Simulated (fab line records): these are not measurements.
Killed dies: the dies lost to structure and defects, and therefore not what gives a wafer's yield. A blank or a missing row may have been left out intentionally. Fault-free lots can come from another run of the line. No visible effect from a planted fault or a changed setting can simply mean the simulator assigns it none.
Problem report in the 8D (eight disciplines) form, filled by code | flow gf180mcu | the parts of the form that need people (team, actions taken, sign-off) are left out

1. THE PROBLEM
Wafers free of any fault read 1574 (standard deviation 9.1) for MVSD_TW at GF_MVSD_TW_MEAS_11, against a mean of 1671 on 6 wafers of 2 lots. Measured from the usual mean, that is +11 standard deviations.
First observed at day 8 14:26: wafer L625.1, on film_metro-03. At this step, 36 wafers from 12 lots have a number in the record. Rule for "out" (also "out of limits"): further than 4 standard deviations from the usual mean. All remaining wafers that have a number are taken as sound.

2. WHAT IT IS, AND WHAT IT ISN'T
question                    | is                           | is not
which readings at this step | MVSD_TW                      | -
which lots                  | L625, L627                   | L608, L613, L614, L615, L618, L619, L620, L628, L629, L630
which wafers of those lots  | all that have a number       | -
read on which gauges        | film_metro-03, film_metro-04 | film_metro-01
when                        | from day 8 14:26             | up to then (21 sound wafers); but 9 sound wafers of L628, L629, L630 came after

3. WHAT RULES OUT EACH SUSPECT
Counting: a tool at a process step up to the reading stays a suspect if it ran every lot that is out and no sound lot after the first of them.
- ruled out: the gauge at GF_MVSD_TW_MEAS_11. The wafers that are out were read on 2 gauges (film_metro-03, film_metro-04).
- implanter-03 at GF_MVSD_IMPLANT_08: kept. It ran every lot that is out, first L625 (day 8 14:02), and no sound lot after that; its last sound lot up to then is L620 (day 7 08:26). On those wafers its own readings are out: beam_on_s, end_station_pressure_torr, faraday_current_uA.
The count leaves implanter-03 at GF_MVSD_IMPLANT_08.

4. THE CAUSE (what the simulator had put in)
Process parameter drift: implanter-03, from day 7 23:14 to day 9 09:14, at GF_MVSD_IMPLANT_08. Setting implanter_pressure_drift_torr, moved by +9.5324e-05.
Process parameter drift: implanter-03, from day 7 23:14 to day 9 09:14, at GF_MVSD_IMPLANT_08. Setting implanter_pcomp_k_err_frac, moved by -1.
Only this tool survived the counting.

5. THE EFFECT CHAIN, in route order
Rows list readings where the struck wafers' mean (over those with a number) sits beyond 3 standard deviations from the usual. Scope: only readings with a usual standard deviation given in the record; hours: median across lots of the time from each lot's start at the first step in this table that gives one to its start at this step; sigmas: change in usual standard deviations.
hours | step                     | reading                   | usual         | on struck wafers | change    | sigmas
0     | GF_MVSD_IMPLANT_08       | beam_on_s                 | 10.02 s       | 12.15            | +2.13     | +11
0     | GF_MVSD_IMPLANT_08       | end_station_pressure_torr | 5.05e-06 Torr | 9.94e-05         | +9.44e-05 | +99 or more
0     | GF_MVSD_IMPLANT_08       | faraday_current_uA        | 90.1          | 75.0             | -15.1     | -8.9
0     | GF_MVSD_TW_MEAS_11       | MVSD_TW                   | 1574          | 1671             | +97       | +11
92    | GF_VT_IMPLANT_RS_MEAS_46 | MVSD_RS                   | 456.4 ohm/sq  | 412.0            | -44.4     | -40
Here are the process steps it includes:
- GF_MVSD_IMPLANT_08
Later measuring or inspecting steps at which every struck wafer that the step has a row for has a number for every such reading, and none has moved that far: GF_CONTACT_BOW_MEAS_05.

6. HOW IT WOULD HAVE BEEN CAUGHT EARLIER
15 hours passed between the start of the fault at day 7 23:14 and the first reading out of limits at a measuring or inspecting step in this record, taken at day 8 14:26.
The tool's own readings at GF_MVSD_IMPLANT_08 were out on every struck wafer that the step has a row for (beam_on_s, end_station_pressure_torr, faraday_current_uA): an alarm limit on them would have fired on the first of those.
L627, from the lots that are out (2), started GF_MVSD_IMPLANT_08 on implanter-03 later than day 8 14:26. Had the tool been put on hold then, it would have been spared.
